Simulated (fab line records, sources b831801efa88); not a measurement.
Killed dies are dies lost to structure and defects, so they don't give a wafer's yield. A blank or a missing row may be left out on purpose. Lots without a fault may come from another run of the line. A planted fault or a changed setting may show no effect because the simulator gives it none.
A struck lot beside a sound one | flow gf180mcu | 14 steps out of a route of 602
Sound: wafers L391.3, L391.5, L391.6. Struck: wafers L385.1, L385.5, L385.6. The cause comes at the end.
At each step with rows: each side's tool, then ch and its chambers, then its first start. Under that, the readings that differ: sound wafers | struck wafers | difference of the means | sigmas: that difference in standard deviations of wafers without a fault.
alike: readings whose means differ by less than 2 such deviations, and words and numbers that are the same on both sides. not compared: withheld readings, readings that some wafer has no value for, bounds like >300 that may hide the same value, and numbers for which the record gives no deviation and whose values overlap.
The two part at a step that has a row with sigmas, a row that says differs or no value, or rows on one side only. Numbers that don't overlap but have no deviation are shown without sigmas and don't part them. A reading that every wafer of one side lacks parts them only if that side has two wafers or more.

GF_POLY_GATE_OVL_MEAS_11:
  sound on overlay-01, day 13 09:20; struck on overlay-01, day 11 12:29
  alike: POLY_GATE_OVL
GF_POLY_GATE_ETCH_12: etches BARC in N2/H2.
  sound on rie_diel-03 ch 0,1, day 13 09:22; struck on rie_diel-01 ch 0,1, day 11 12:32
  reading                     | sound       | struck      | difference | sigmas
  drypump_motor_current_A (A) | 4.9 5.7 4.9 | 6.3 6.3 6.1 | +1.1       | +2
  alike: oes_product_au, throttle_valve_pct
GF_POLY_GATE_ETCH_13: etches poly-Si in HBr/Cl2, stops on SiO2, target depth 198.5 nm, time 69.6 s.
  sound on rie_si-02 ch 1,2,3, day 13 09:25; struck on rie_si-01 ch 0,3, day 11 12:35
  alike: drypump_motor_current_A, oes_product_au, throttle_valve_pct
  not compared: rf_hours_counter_h
GF_POLY_GATE_STRIP_14: strips in O2/N2.
  sound on plasma_asher-03 ch 0,1, day 13 09:30; struck on plasma_asher-01 ch 0,1, day 11 12:38
  alike: drypump_motor_current_A, heater_power_w, oes_product_au
  not compared: rf_hours_counter_h
then, 2 steps without rows for these wafers: GF_POLY_GATE_CLEAN_15 (cleans in SC1/SC2, time 150 s); GF_POLY_GATE_OXIDATION_16 (stabilise 600 s, purge 300 s, target thk 4 nm).
GF_POLY_GATE_THK_MEAS_17:
  sound on film_metro-03, day 13 10:53; struck on film_metro-03, day 11 14:26
  alike: POLY_GATE_OXIDATION_THK
GF_POLY_GATE_CD_MEAS_18:
  sound on cd_sem-02, day 13 10:59; struck on cd_sem-02, day 11 14:29
  alike: cd_nm
then, 4 steps without rows for these wafers: GF_HV_LDD_DEHYDRATE_00 (time 60 s); GF_HV_LDD_HMDS_01 (prime time 60 s); GF_HV_LDD_COAT_02 (resist thk 1000 nm); GF_HV_LDD_SOFTBAKE_03 (time 60 s).
GF_HV_LDD_EXPOSE_04: exposes mask Nplus LV AREA, target cd 400 nm.
  sound on iline_stepper-02 ch 0, day 13 21:41; struck on iline_stepper-02, day 12 00:07
  no value came back on the struck wafers for exposure_dose_mJ_cm2, focus_offset_nm (nm); on the sound wafers exposure_dose_mJ_cm2 reads 139.92 140.11 139.83
  alike: mask
then, 1 step without rows for these wafers: GF_HV_LDD_PEB_05.

WHERE THEY PART
First at GF_POLY_GATE_ETCH_12; last, within this record, at GF_HV_LDD_EXPOSE_04.

WHY: what the simulator had put in
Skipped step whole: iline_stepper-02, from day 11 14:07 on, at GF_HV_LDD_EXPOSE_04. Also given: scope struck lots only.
